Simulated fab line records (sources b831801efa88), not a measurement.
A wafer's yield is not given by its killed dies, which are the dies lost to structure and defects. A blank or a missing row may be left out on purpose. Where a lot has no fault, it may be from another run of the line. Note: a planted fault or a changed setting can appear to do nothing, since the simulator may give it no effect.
Matching of chambers    flow sky130    rieDiel-04 running SKY_POLY_CUT_ETCH_10: 4 sister chambers
The step etches BARC in N2/H2, stops on SiO2, time 45.9 s, target depth 60 nm. 8 wafers are shown with their chamber, then 10 later ones without.

## WAFERS PAIRED WITH THEIR CHAMBERS
wafer   chamber  drypumpMotorCurrentA (A)  oesProductAu (a.u.)
L080.1  1        5.0                       0.851
L086.3  3        5.0                       0.857
L086.4  1        5.0                       0.860
L086.5  0        5.5                       0.860
L088.4  0        5.4                       0.861
L088.6  2        5.4                       0.855
L089.1  3        5.0                       0.861
L089.3  2        5.4                       0.859

## WAFERS WITH NO CHAMBER GIVEN
wafer   drypumpMotorCurrentA (A)  oesProductAu (a.u.)
L089.6  5.4                       0.856
L090.2  5.0                       0.855
L090.4  5.0                       0.863
L090.5  5.5                       0.858
L094.2  5.0                       0.858
L094.5  5.0                       0.851
L094.6  5.4                       0.853
L097.1  5.0                       0.847
L097.3  5.4                       0.853
L097.4  5.5                       0.839

## WHICH CHAMBER EACH WENT THROUGH
wafer   from the rows above      in truth
L089.6  can't be placed: 2 or 0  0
L090.2  can't be placed: 1 or 3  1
L090.4  can't be placed: 3 or 1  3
L090.5  can't be placed: 0 or 2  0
L094.2  can't be placed: 3 or 1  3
L094.5  can't be placed: 1 or 3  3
L094.6  can't be placed: 2 or 0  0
L097.1  can't be placed: 1 or 3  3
L097.3  can't be placed: 2 or 0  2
L097.4  can't be placed: 2 or 0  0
0 of 10 placed correctly. These rows do not allow placing 10 (true chamber among the candidates in 10). Placed wrongly: 0.
How it was worked out, from the rows above alone: a wafer's distance from a chamber is the root of the sum, over the readings, of the square of ((its reading less the chamber's mean) divided by the reading's scatter). If the next closest chamber is less than 2 further off than the closest, the wafer can't be placed; otherwise it belongs to the closest. A chamber's mean is the mean of its shown wafers. The scatter: take each reading less its chamber's mean, square it, sum over the shown wafers, divide by the number of wafers less the number of chambers, and take the root.
